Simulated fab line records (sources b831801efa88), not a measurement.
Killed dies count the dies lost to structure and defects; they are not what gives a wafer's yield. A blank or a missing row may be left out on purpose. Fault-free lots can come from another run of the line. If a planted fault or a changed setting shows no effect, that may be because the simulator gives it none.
Matching of chambers :: flow gf180mcu :: pecvd-02 running GF_MIM_CVD_05: 3 sister chambers
The step deposits Si3N4, target thk 42 nm, time 29.086 s. 3 wafers are shown with their chamber, then 11 later ones without.

## WAFERS, EACH WITH ITS CHAMBER
wafer: L084.1
chamber: 2
heater_power_w (W): 662

wafer: L084.2
chamber: 0
heater_power_w (W): 612

wafer: L091.3
chamber: 1
heater_power_w (W): 726

## WAFERS WHOSE CHAMBER IS MISSING
wafer: L091.4
heater_power_w (W): 637

wafer: L091.5
heater_power_w (W): 726

wafer: L094.2
heater_power_w (W): 631

wafer: L094.3
heater_power_w (W): 651

wafer: L094.4
heater_power_w (W): 642

wafer: L095.1
heater_power_w (W): 687

wafer: L095.3
heater_power_w (W): 663

wafer: L095.4
heater_power_w (W): 584

wafer: L096.1
heater_power_w (W): 652

wafer: L096.2
heater_power_w (W): 629

wafer: L096.6
heater_power_w (W): 614

## THE CHAMBER EACH PASSED THROUGH
wafer: L091.4
from the rows above: can't be placed: 0 or 2
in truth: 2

wafer: L091.5
from the rows above: 1
in truth: 1

wafer: L094.2
from the rows above: can't be placed: 0 or 2
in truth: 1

wafer: L094.3
from the rows above: can't be placed: 2 or 0
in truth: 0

wafer: L094.4
from the rows above: can't be placed: 2 or 0
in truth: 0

wafer: L095.1
from the rows above: can't be placed: 2 or 1
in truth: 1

wafer: L095.3
from the rows above: 2
in truth: 2

wafer: L095.4
from the rows above: 0
in truth: 0

wafer: L096.1
from the rows above: can't be placed: 2 or 0
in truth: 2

wafer: L096.2
from the rows above: can't be placed: 0 or 2
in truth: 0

wafer: L096.6
from the rows above: 0
in truth: 0
Correct placement for 4 of the 11. These rows do not allow placing 7 (true chamber among the candidates in 6). Wrongly placed: 0.
How it was worked out, from the rows above alone: a wafer's distance from a chamber is the root of the sum, over the readings, of the square of ((its reading less the chamber's mean) divided by the reading's scatter). If the next closest chamber is less than 2 further off than the closest, the wafer can't be placed; otherwise it belongs to the closest. Each chamber's mean is taken over the wafers shown for it. The scatter: with one shown wafer a chamber, the root of the mean of the squares of how far each hidden wafer lies from its nearest shown one.
